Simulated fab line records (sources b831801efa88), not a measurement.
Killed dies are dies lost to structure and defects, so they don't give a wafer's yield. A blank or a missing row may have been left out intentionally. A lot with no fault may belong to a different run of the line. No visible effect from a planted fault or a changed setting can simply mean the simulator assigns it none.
Which tool was responsible? / flow gf180mcu / 42 wafers from 14 lots sampled at 3 of the route's 602 steps

WHAT THE GAUGES READ, wafer by wafer
GF_M4_OVL_MEAS_15.
lot=L452; measured=day 23 10:20; on=overlay-01; M4_OVL (nm)=-3 3 2
lot=L453; measured=day 24 01:20; on=overlay-02; M4_OVL (nm)=-3 -3 0
lot=L454; measured=day 24 04:34; on=overlay-02; M4_OVL (nm)=-7 -1 0
lot=L456; measured=day 25 01:02; on=overlay-01; M4_OVL (nm)=-4 -3 2
lot=L457; measured=day 25 05:19; on=overlay-02; M4_OVL (nm)=5 -3 -1
lot=L458; measured=day 26 00:29; on=overlay-01; M4_OVL (nm)=6 -1 5
lot=L460; measured=day 26 09:56; on=overlay-02; M4_OVL (nm)=-3 -5 -5
lot=L462; measured=day 26 23:56; on=overlay-02; M4_OVL (nm)=0 -2 -5
lot=L464; measured=day 27 21:59; on=overlay-02; M4_OVL (nm)=0 2 -2
lot=L470; measured=day 29 14:11; on=overlay-02; M4_OVL (nm)=3 1 10
lot=L471; measured=day 29 15:47; on=overlay-01; M4_OVL (nm)=0 2 -1
lot=L472; measured=day 29 20:05; on=overlay-01; M4_OVL (nm)=-3 -3 -5
lot=L473; measured=day 30 07:35; on=overlay-02; M4_OVL (nm)=5 5 -2
lot=L475; measured=day 30 12:23; on=overlay-01; M4_OVL (nm)=-6 0 -3

GF_V4_THK_MEAS_03.
lot=L452; measured=day 23 11:22; on=filmMetro-04; V4_CVD_02_THK (nm)=842 847 844
lot=L453; measured=day 24 02:23; on=filmMetro-03; V4_CVD_02_THK (nm)=848 859 854
lot=L454; measured=day 24 05:29; on=filmMetro-03; V4_CVD_02_THK (nm)=834 847 852
lot=L456; measured=day 25 01:56; on=filmMetro-02; V4_CVD_02_THK (nm)=848 843 848
lot=L457; measured=day 25 06:16; on=filmMetro-02; V4_CVD_02_THK (nm)=839 840 860
lot=L458; measured=day 26 01:24; on=filmMetro-04; V4_CVD_02_THK (nm)=838 852 864
lot=L460; measured=day 26 10:50; on=filmMetro-03; V4_CVD_02_THK (nm)=843 845 863
lot=L462; measured=day 27 00:53; on=filmMetro-04; V4_CVD_02_THK (nm)=832 852 848
lot=L464; measured=day 27 22:57; on=filmMetro-04; V4_CVD_02_THK (nm)=837 849 839
lot=L470; measured=day 29 15:06; on=filmMetro-04; V4_CVD_02_THK (nm)=829 843 839
lot=L471; measured=day 29 16:45; on=filmMetro-04; V4_CVD_02_THK (nm)=842 837 849
lot=L472; measured=day 29 20:59; on=filmMetro-02; V4_CVD_02_THK (nm)=845 856 854
lot=L473; measured=day 30 08:31; on=filmMetro-03; V4_CVD_02_THK (nm)=842 851 841
lot=L475; measured=day 30 13:17; on=filmMetro-04; V4_CVD_02_THK (nm)=844 828 855

GF_V4_THK_MEAS_25: measures by xrf.
lot=L452; measured=day 24 11:22; on=filmMetro-04; V4_W_THK (nm)=353 361 358
lot=L453; measured=day 25 01:44; on=filmMetro-02; V4_W_THK (nm)=340 341 339
lot=L454; measured=day 25 04:44; on=filmMetro-04; V4_W_THK (nm)=360 351 362
lot=L456; measured=day 26 00:37; on=filmMetro-03; V4_W_THK (nm)=347 343 342
lot=L457; measured=day 26 04:43; on=filmMetro-02; V4_W_THK (nm)=357 345 360
lot=L458; measured=day 26 23:47; on=filmMetro-04; V4_W_THK (nm)=354 364 351
lot=L460; measured=day 27 08:54; on=filmMetro-02; V4_W_THK (nm)=343 340 340
lot=L462; measured=day 27 22:55; on=filmMetro-02; V4_W_THK (nm)=361 358 356
lot=L464; measured=day 28 19:33; on=filmMetro-03; V4_W_THK (nm)=363 362 360
lot=L470; measured=day 30 10:52; on=filmMetro-03; V4_W_THK (nm)=349 361 350
lot=L471; measured=day 30 12:28; on=filmMetro-04; V4_W_THK (nm)=343 357 355
lot=L472; measured=day 30 17:18; on=filmMetro-03; V4_W_THK (nm)=357 362 350
lot=L473; measured=day 31 04:10; on=filmMetro-03; V4_W_THK (nm)=362 362 351
lot=L475; measured=day 31 08:08; on=filmMetro-03; V4_W_THK (nm)=353 357 354

EACH LOT AND THE TOOL THAT RAN IT (in order: tool; ch and the chambers of the sampled wafers; start)
The record holds no process step before these readings.

WHAT THE TOOLS THEMSELVES READ (means of the sampled wafers that have a number; where no wafer has one, the mark that the record gives instead)
The record holds no such reading with a usual standard deviation.

THE ANSWER, worked out from the rows above alone
Rule: the usual values come from the lots themselves. The widest of any qualifying gaps counts: lots, ordered by their means at a reading, are off when they make up no more than a third of the lots, leave a main group of 4 or more, and stand apart from it by 3 or more times the standard deviation of that group's means. Not used: any main group whose means are identical at the precision the tables above print for the reading. Also off: a lot with no number at a reading for which 4 or more lots have one. Any other lot the step has rows for is counted as sound. The gauges are gone through in route order, then the tools' own readings, and for those a lot's mean is taken as printed above. The first step at which some lot is off is used, and at that step the reading that is off furthest; a lot without a number counts as furthest.
Across all readings shown, no lot is off: no conclusion can be drawn from this.

WHAT HAD BEEN PUT IN BY THE SIMULATOR
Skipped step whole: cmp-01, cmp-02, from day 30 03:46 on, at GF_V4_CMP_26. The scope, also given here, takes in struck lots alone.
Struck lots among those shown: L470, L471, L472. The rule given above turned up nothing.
